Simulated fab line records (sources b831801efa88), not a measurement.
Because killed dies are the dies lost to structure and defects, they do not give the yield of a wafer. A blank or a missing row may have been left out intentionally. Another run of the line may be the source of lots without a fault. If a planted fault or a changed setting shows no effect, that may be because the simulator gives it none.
Which tool is to blame? + flow gf180mcu + 6 lots with 18 wafers sampled at 2 steps, on a route of 602 steps

WHAT EACH GAUGE READ, for each wafer
GF_NSD_OVL_MEAS_08.
| lot  | measured     | on         | NSD_OVL (nm)      |
|------|--------------|------------|-------------------|
| L879 | day 13 19:07 | overlay-02 | 3.1 2.3 1.8       |
| L882 | day 15 00:05 | overlay-02 | -1.2 -0.4 -0.5    |
| L889 | day 17 07:36 | overlay-01 | 0.8 -1.1 0.1      |
| L891 | day 17 19:41 | overlay-02 | -84.3 -84.8 -84.6 |
| L896 | day 19 15:41 | overlay-02 | -85.0 -84.7 -84.3 |
| L900 | day 20 18:32 | overlay-02 | -1.9 -2.3 -2.2    |

WHICH TOOL RAN EACH LOT (tool, then ch and the chambers of the sampled wafers, then the start)
| lot  | GF_NSD_EXPOSE_04                    |
|------|-------------------------------------|
| L879 | iline-stepper-02 ch 0, day 13 09:31 |
| L882 | iline-stepper-02 ch 0, day 14 13:58 |
| L889 | iline-stepper-02 ch 0, day 16 20:03 |
| L891 | iline-stepper-02 ch 0, day 17 07:32 |
| L896 | iline-stepper-02 ch 0, day 19 04:05 |
| L900 | iline-stepper-01 ch 0, day 20 06:54 |
- GF_NSD_EXPOSE_04: exposes mask Nplus, target cd 400 nm.

THE ANSWER, worked out from the rows above alone
Rule: usual is defined by the lots themselves. Put in order of their means at a reading, lots are off if they are a third of the lots or fewer, leave a main group of 4 or more, and stand apart from it by a gap of 3 or more times the standard deviation of the main group's means; of several such gaps the widest counts. If all means in a main group match to the digits the tables above print for the reading, that group is not used. Also off: a lot with no number at a reading for which 4 or more lots have one. The other lots that the step has rows for count as sound.
Off: L891, L896, seen at GF_NSD_OVL_MEAS_08 (NSD_OVL). Mean -0.1 nm and standard deviation 1.6 in the main group.
A tool fits if, at a process step before that reading, it ran every lot that is off, and no sound lot after the first of them. Gauges at GF_NSD_OVL_MEAS_08: tried the same way as those tools. One fits: iline-stepper-02 at GF_NSD_EXPOSE_04. Its last sound lot is L889 (day 16 20:03), its first lot that is off L891 (day 17 07:32): a fault that began between those two fits.

WHAT THE SIMULATOR HAD PUT IN
Scanner matching overlay: iline-stepper-02, from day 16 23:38 on, at GF_NSD_EXPOSE_04. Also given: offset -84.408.
Struck lots among those shown: L891, L896. This agrees with what the rule above found.
